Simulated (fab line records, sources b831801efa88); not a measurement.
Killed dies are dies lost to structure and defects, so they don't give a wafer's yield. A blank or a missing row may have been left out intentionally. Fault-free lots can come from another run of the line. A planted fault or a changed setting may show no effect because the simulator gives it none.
A sampling plan put to the test	flow gf180mcu	one line in one fab, 62 faults in these records, each fault weighed on the records of the lots it struck
Plan = the line's own looks (route steps where a gauge or an inspection reads the wafer without altering it). Where struck wafers have a number at a look and the file lists that look's usual mean and standard deviation on fault-free wafers, the look can be judged. Caught: the struck wafers' mean, at a look after the fault's first step, is 4 or more of those standard deviations (sigma) away from the usual mean. On the tool: here the same test is run on the tool's own readings at the fault's steps. Caught also covers a different recipe on the struck wafers, or a record left blank for those wafers only.

## THE FAULTS, as the simulator had put them in
1. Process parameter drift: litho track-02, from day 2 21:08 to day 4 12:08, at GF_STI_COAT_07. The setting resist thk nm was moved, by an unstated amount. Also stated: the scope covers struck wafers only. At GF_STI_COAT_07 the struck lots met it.
2. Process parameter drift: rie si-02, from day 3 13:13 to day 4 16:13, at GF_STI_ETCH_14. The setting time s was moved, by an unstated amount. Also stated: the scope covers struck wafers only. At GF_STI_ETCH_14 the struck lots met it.
3. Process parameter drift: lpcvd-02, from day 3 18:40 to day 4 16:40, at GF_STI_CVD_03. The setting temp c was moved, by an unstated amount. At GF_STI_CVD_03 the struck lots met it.
4. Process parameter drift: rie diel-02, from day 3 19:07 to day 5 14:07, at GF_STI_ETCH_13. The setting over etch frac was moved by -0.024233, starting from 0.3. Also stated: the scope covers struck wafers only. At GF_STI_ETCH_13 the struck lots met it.
5. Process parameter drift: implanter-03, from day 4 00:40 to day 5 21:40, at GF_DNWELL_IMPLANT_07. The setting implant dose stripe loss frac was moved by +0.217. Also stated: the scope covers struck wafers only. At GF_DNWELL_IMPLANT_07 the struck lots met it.
6. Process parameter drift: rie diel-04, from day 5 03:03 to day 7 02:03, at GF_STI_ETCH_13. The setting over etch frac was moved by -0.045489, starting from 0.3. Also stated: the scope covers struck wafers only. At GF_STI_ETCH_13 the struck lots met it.
7. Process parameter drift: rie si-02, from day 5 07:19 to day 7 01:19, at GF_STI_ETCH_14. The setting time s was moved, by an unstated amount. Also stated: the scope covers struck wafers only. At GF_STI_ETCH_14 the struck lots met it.
8. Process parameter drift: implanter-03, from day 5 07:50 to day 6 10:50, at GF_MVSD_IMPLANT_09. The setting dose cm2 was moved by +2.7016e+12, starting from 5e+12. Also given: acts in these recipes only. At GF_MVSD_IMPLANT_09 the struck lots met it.
9. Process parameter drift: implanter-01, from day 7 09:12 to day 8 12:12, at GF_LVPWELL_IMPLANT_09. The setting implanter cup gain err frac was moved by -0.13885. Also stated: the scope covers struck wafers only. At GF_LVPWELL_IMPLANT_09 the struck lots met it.
10. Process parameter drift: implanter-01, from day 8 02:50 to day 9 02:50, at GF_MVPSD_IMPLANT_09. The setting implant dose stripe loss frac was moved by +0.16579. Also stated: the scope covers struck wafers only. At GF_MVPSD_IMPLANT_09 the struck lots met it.
11. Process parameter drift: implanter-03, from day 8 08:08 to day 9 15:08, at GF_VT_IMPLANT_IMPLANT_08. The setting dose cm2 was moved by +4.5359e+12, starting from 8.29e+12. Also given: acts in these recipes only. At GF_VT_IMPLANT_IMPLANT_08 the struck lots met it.
12. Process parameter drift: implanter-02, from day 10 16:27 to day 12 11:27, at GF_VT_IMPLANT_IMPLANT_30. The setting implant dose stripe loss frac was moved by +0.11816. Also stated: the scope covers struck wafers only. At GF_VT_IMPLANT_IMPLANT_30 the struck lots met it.
13. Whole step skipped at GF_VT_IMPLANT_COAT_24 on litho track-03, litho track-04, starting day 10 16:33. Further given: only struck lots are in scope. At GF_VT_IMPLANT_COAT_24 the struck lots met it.
14. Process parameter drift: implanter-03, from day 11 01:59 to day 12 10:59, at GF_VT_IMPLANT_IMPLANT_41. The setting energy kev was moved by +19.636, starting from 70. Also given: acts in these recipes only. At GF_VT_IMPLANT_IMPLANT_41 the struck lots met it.
15. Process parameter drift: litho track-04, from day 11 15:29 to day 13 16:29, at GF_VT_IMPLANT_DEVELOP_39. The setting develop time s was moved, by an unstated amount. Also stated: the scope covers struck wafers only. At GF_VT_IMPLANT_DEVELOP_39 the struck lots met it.
16. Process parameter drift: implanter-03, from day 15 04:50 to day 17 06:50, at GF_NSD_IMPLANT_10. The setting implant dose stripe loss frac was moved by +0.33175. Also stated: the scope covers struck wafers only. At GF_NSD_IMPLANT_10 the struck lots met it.
17. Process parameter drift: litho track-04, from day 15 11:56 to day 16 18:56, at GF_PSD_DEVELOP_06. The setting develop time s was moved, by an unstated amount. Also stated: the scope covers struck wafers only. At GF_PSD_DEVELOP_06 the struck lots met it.
18. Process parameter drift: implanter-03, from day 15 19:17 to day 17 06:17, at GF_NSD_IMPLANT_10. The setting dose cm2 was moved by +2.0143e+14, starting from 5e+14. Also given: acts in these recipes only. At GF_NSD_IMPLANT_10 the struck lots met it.
19. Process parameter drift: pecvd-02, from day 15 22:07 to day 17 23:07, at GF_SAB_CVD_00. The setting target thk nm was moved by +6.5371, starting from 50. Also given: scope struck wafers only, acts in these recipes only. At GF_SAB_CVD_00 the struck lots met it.
20. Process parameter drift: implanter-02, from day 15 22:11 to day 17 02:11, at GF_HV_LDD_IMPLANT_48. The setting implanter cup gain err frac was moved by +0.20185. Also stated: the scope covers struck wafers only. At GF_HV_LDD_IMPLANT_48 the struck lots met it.
21. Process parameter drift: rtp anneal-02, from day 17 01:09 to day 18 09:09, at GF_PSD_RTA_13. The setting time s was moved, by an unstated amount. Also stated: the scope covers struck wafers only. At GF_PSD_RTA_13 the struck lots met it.
22. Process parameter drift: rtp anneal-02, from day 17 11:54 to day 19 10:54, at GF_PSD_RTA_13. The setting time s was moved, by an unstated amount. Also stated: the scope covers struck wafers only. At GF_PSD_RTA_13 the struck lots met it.
23. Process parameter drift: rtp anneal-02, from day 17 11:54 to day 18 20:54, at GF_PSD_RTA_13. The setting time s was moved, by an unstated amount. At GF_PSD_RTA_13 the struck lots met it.
24. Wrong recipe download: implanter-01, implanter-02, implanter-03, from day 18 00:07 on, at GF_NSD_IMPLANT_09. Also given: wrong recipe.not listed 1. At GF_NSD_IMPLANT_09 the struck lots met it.
25. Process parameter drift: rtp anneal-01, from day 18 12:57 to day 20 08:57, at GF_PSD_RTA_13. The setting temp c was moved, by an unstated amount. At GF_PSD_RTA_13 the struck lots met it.
26. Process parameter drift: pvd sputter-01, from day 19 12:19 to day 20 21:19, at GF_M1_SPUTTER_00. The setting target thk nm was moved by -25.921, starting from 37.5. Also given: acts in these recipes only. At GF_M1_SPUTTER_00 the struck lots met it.
27. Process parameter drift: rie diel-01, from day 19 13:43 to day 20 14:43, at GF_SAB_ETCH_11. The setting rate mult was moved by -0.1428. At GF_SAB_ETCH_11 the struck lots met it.
28. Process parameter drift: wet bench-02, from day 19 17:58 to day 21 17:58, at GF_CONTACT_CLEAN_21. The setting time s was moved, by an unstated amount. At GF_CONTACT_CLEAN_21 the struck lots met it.
29. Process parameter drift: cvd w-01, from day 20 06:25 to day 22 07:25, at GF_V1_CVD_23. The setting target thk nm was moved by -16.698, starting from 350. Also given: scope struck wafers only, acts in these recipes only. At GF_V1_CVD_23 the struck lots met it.
30. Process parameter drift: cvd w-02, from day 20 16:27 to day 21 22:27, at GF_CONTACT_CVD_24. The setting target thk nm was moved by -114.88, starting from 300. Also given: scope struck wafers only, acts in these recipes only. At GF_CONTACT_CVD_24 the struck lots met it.
31. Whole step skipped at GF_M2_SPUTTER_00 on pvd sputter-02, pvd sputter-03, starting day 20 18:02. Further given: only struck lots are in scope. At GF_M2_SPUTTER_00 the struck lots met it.
32. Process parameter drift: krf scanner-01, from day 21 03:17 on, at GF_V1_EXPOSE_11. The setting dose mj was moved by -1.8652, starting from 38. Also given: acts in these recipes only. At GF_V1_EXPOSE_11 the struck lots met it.
33. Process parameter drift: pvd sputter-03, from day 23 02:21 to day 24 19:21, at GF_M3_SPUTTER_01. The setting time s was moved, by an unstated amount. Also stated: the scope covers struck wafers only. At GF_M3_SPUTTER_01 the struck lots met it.
34. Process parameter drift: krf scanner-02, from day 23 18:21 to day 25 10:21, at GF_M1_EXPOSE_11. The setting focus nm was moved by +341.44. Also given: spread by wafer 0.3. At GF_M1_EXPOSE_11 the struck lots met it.
35. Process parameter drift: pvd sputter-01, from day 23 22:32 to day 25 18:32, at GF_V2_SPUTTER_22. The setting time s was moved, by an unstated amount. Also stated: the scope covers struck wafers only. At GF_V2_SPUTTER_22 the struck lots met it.
36. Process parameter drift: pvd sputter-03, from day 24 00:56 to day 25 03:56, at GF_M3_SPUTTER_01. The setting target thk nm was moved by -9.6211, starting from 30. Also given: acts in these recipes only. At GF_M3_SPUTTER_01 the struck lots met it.
37. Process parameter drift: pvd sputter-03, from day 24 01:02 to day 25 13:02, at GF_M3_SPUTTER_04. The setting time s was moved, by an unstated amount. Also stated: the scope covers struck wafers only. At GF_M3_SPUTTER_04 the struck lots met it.
38. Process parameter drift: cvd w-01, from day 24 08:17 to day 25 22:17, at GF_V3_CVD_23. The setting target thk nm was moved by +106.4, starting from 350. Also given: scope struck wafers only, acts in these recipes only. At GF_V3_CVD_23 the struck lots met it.
39. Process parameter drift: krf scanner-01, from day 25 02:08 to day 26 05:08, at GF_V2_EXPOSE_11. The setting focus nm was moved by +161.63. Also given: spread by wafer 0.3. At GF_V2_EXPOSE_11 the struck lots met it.
40. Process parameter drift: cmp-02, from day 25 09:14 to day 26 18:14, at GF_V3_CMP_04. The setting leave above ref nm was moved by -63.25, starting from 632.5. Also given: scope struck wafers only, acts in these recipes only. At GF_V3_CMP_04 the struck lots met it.
41. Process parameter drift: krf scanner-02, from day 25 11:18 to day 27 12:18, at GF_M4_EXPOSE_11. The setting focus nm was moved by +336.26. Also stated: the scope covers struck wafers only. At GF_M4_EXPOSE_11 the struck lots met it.
42. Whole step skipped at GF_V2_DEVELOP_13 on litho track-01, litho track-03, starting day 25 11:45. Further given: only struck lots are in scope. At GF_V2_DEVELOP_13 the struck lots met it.
43. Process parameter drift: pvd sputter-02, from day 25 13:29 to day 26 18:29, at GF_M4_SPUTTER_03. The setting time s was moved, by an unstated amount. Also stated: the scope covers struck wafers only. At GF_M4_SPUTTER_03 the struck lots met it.
44. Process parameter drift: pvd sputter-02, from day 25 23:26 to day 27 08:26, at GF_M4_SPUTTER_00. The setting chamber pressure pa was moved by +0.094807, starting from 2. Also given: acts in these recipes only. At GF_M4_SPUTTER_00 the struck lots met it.
45. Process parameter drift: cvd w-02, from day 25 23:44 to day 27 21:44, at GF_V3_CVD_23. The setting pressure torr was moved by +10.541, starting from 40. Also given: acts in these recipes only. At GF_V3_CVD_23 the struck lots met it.
46. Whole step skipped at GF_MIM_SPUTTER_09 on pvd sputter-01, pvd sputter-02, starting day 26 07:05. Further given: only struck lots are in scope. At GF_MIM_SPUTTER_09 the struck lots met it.
47. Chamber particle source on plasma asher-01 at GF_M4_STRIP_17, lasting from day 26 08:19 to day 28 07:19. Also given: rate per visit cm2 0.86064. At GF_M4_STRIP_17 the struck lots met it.
48. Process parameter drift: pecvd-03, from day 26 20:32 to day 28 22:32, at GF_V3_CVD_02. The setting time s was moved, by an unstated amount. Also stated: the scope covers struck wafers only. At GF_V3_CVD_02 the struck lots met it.
49. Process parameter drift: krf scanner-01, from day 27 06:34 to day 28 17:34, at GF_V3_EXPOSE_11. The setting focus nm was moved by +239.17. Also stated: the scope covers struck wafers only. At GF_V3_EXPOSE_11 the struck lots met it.
50. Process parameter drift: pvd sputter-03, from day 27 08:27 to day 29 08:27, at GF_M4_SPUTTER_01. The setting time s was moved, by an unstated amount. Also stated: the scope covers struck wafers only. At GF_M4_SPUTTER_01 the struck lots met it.
51. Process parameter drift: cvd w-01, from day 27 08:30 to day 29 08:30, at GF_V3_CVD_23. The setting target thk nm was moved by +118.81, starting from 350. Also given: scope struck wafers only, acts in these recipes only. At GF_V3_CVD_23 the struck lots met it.
52. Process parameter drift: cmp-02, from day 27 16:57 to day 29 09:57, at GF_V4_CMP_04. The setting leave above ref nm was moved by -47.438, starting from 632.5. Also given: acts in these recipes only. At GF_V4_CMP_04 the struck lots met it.
53. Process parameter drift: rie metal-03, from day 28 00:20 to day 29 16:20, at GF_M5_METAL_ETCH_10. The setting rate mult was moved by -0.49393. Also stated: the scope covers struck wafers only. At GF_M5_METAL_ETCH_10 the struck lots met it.
54. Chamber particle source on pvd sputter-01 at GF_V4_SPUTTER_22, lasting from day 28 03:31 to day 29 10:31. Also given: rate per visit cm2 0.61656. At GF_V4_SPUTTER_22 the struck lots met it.
55. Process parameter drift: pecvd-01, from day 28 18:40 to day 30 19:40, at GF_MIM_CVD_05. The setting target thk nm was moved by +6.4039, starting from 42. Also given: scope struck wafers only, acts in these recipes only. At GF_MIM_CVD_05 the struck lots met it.
56. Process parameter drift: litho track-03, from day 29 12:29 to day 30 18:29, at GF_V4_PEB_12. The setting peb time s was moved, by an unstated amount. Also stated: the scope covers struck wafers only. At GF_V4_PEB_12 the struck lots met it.
57. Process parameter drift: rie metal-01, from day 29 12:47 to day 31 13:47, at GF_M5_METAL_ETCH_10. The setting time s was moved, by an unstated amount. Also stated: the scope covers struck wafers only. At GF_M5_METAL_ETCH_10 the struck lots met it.
58. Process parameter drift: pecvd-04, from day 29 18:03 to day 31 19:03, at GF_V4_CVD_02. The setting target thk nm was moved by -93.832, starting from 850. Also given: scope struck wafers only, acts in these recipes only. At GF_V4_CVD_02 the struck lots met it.
59. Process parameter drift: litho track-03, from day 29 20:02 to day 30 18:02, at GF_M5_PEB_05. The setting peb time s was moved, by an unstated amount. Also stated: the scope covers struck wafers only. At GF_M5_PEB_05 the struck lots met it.
60. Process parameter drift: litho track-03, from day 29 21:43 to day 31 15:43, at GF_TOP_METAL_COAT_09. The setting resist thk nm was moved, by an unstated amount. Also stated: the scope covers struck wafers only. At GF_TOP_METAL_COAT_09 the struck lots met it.
61. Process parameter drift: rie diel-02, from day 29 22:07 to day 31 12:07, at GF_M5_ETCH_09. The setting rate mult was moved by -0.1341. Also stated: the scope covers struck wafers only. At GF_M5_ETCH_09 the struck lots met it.
62. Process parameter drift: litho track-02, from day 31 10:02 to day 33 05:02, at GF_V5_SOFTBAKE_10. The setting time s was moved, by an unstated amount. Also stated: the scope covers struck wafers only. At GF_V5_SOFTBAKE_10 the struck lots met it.

## WHAT THE PLAN SAW
fault	on the tool itself	first look that catches it	reading, sigma	median hours from its first step to that look	hours from the fault's start to the first struck lot there	judged looks passed uncaught
1	no reading that can be judged	not the one look that can be judged after it	-	-	-	1
2	run length s +13 sigma	no look after it can be judged	-	-	-	0
3	susceptor temp C -27 sigma	GF_STI_THK_MEAS_04	STI_CVD_03_THK -21	2.0	7	0
4	only faintly: oes product au +2.1 sigma	no look after it can be judged	-	-	-	0
5	under 2 sigma	none of the 5 looks that can be judged after it	-	-	-	5
6	only faintly: oes product au +2.9 sigma	not the one look that can be judged after it	-	-	-	1
7	run length s -15 sigma	not the one look that can be judged after it	-	-	-	1
8	dose ions cm2 +99 or beyond sigma	GF_MVSD_TW_MEAS_11	MVSD_TW +6.1	0.2	4	0
9	beam on s +7.7 sigma	GF_VT_IMPLANT_RS_MEAS_48	LVPWELL_RS -10	111.3	115	1
10	no reading that can be judged	GF_VT_IMPLANT_RS_MEAS_49	MVPSD_RS +6.6	71.8	74	0
11	dose ions cm2 +99 or beyond sigma	GF_VT_IMPLANT_TW_MEAS_10	VT_IMPLANT_TW +22	0.2	3	0
12	no reading that can be judged	none of the 2 looks that can be judged after it	-	-	-	2
13	the tool's record is blank for the struck wafers	not the one look that can be judged after it	-	-	-	1
14	beam energy keV +99 or beyond sigma	GF_VT_IMPLANT_TW_MEAS_43	VT_IMPLANT_4_TW +12	0.2	12	0
15	no reading that can be judged	GF_VT_IMPLANT_TW_MEAS_43	VT_IMPLANT_4_TW -99 or beyond	0.4	9	0
16	no reading that can be judged	GF_PSD_RS_MEAS_14	NSD_RS +4.6	23.8	72	0
17	no reading that can be judged	GF_PSD_CD_MEAS_07	cd nm +10	0.1	5	0
18	dose ions cm2 +99 or beyond sigma	GF_PSD_RS_MEAS_14	NSD_RS -19	23.5	35	0
19	under 2 sigma	GF_SAB_THK_MEAS_01	SAB_CVD_00_THK +10	0.0	3	0
20	faraday current uA +10 sigma	GF_HV_LDD_TW_MEAS_50	HV_LDD_4_TW -10	0.2	2	0
21	run length s +57 sigma	GF_PSD_RS_MEAS_14	NSD_RS -41	0.1	5	0
22	run length s +28 sigma	GF_PSD_RS_MEAS_14	NSD_RS -25	0.1	6	0
23	run length s +51 sigma	GF_PSD_RS_MEAS_14	NSD_RS -38	0.1	6	0
24	no reading that can be judged	GF_NSD_TW_MEAS_12	NSD_TW +12	0.4	4	0
25	wafer_temp_C_max +16 sigma	GF_PSD_RS_MEAS_14	NSD_RS -30	0.1	8	0
26	under 2 sigma	no look after it can be judged	-	-	-	0
27	oes product au -13 sigma	no look after it can be judged	-	-	-	0
28	run length s -7.7 sigma	no look after it can be judged	-	-	-	0
29	under 2 sigma	GF_V1_RS_MEAS_24	V1_W_RS +6.7	0.2	48	0
30	under 2 sigma	GF_CONTACT_RS_MEAS_25	CONTACT_W_RS +71	0.1	8	0
31	the tool's record is blank for the struck wafers	no look after it can be judged	-	-	-	0
32	exposure dose mJ cm2 -51 sigma	GF_V1_CD_MEAS_14	cd nm -6.6	11.5	25	0
33	under 2 sigma	no look after it can be judged	-	-	-	0
34	no reading that can be judged	GF_M1_CD_MEAS_14	cd nm -28	12.2	13	0
35	under 2 sigma	no look after it can be judged	-	-	-	0
36	under 2 sigma	no look after it can be judged	-	-	-	0
37	under 2 sigma	none of the 7 looks that can be judged after it	strongest: M3_ALCU_THK at GF_M3_THK_MEAS_06, -2.1	-	-	7
38	under 2 sigma	GF_V3_RS_MEAS_24	V3_W_RS -28	0.1	1	0
39	under 2 sigma	none of the 6 looks that can be judged after it	-	-	-	6
40	only faintly: time to endpoint s +3.9 sigma	no look after it can be judged	-	-	-	0
41	no reading that can be judged	GF_M4_CD_MEAS_14	cd nm -22	10.6	20	0
42	no reading that can be judged	no look after it can be judged	-	-	-	0
43	under 2 sigma	no look after it can be judged	-	-	-	0
44	chamber pressure pa +27 sigma	no look after it can be judged	-	-	-	0
45	chamber pressure Torr +99 or beyond sigma	GF_V3_RS_MEAS_24	V3_W_RS -14	0.1	9	0
46	the tool's record is blank for the struck wafers	GF_MIM_THK_MEAS_11	MIM_ALCU_THK +6.1	0.2	1	0
47	under 2 sigma	no look after it can be judged	-	-	-	0
48	run length s -17 sigma	GF_V3_THK_MEAS_03	V3_CVD_02_THK -7.7	0.1	34	0
49	under 2 sigma	not the one look that can be judged after it	strongest: cd nm at GF_V3_CD_MEAS_14, +3.1	-	-	1
50	under 2 sigma	no look after it can be judged	-	-	-	0
51	under 2 sigma	GF_V3_RS_MEAS_24	V3_W_RS -31	0.1	3	0
52	under 2 sigma	no look after it can be judged	-	-	-	0
53	oes product au -56 sigma	no look after it can be judged	-	-	-	0
54	under 2 sigma	not the one look that can be judged after it	-	-	-	1
55	only faintly: heater power outer w +2.0 sigma	GF_MIM_THK_MEAS_06	MIM_CVD_05_THK +13	0.0	10	0
56	heater power total W +66 sigma	not the one look that can be judged after it	strongest: cd nm at GF_V4_CD_MEAS_14, -3.5	-	-	1
57	run length s -73 sigma	no look after it can be judged	-	-	-	0
58	under 2 sigma	GF_V4_THK_MEAS_03	V4_CVD_02_THK -7.5	0.1	2	0
59	heater power total W +33 sigma	none of the 2 looks that can be judged after it	-	-	-	2
60	no reading that can be judged	none of the 2 looks that can be judged after it	-	-	-	2
61	oes product au -8.7 sigma	no look after it can be judged	-	-	-	0
62	heater power total W +78 sigma	none of the 2 looks that can be judged after it	-	-	-	2
A dash: this means the fault isn't caught or the number doesn't appear in these records.

Caught at a look: 29 of 62. Caught on the tool: 28 of 62. By one or the other: 42 of 62.
On the tool alone, faults 2, 7, 13, 27, 28, 31, 44, 53, 56, 57, 59, 61, 62 were caught.
Caught at a look alone: faults 10, 15, 16, 17, 19, 24, 29, 30, 34, 38, 41, 51, 55, 58.
Caught by neither: faults 1, 4, 5, 6, 12, 26, 33, 35, 36, 37, 39, 40, 42, 43, 47, 49, 50, 52, 54, 60.

## THINNER SAMPLING
If the look that catches a fault measured only every second or every third lot, by lot number, the first struck lot would be measured this late in the worst case:
fault	struck lots at that look, in order of time	every lot	every second lot	every third lot
3	L286, L289	7 h	22 h	may miss all 2
8	L190, L191, L193	4 h	5 h	may miss all 3
9	L825, L826, L827	115 h	129 h	130 h
10	L926, L928	74 h	may miss all 2	may miss all 2
11	L625, L626	3 h	8 h	may miss all 2
14	L293, L294	12 h	16 h	may miss all 2
15	L421	9 h	may miss it	may miss it
16	L664	72 h	may miss it	may miss it
17	L202, L203, L204	5 h	7 h	12 h
18	L220, L224	35 h	may miss all 2	may miss all 2
19	L342, L344	3 h	may miss all 2	may miss all 2
20	L270, L271, L273	2 h	6 h	may miss all 3
21	L242, L243, L245	5 h	16 h	may miss all 3
22	L479	6 h	may miss it	may miss it
23	L766, L768	6 h	may miss all 2	may miss all 2
24	L117, L118	4 h	11 h	may miss all 2
25	L849, L851	8 h	may miss all 2	may miss all 2
29	L170	48 h	may miss it	may miss it
30	L532, L534	8 h	may miss all 2	may miss all 2
32	L755, L756	25 h	26 h	may miss all 2
34	L691, L693	13 h	may miss all 2	may miss all 2
38	L335, L337	1 h	may miss all 2	may miss all 2
41	L225, L228	20 h	43 h	may miss all 2
45	L646, L650	9 h	may miss all 2	may miss all 2
46	L746, L747, L748	1 h	5 h	6 h
48	L374, L376	34 h	may miss all 2	may miss all 2
51	L716, L721, L722	3 h	44 h	may miss all 3
55	L226	10 h	may miss it	may miss it
58	L696	2 h	may miss it	may miss it
Hours are from the fault's start to the first struck lot that is measured. The limit of 4 sigma was tested on all struck wafers together, so one lot alone may lie under it. Other struck lots may not be in these records.

## THE LONGEST TIMED WAY FROM STEP TO LOOK
Fault 9: the median time between GF_LVPWELL_IMPLANT_09 and GF_VT_IMPLANT_RS_MEAS_48 is 111.3 hours. The look between them that can be judged stayed within 4 sigma: GF_LVPWELL_TW_MEAS_11.
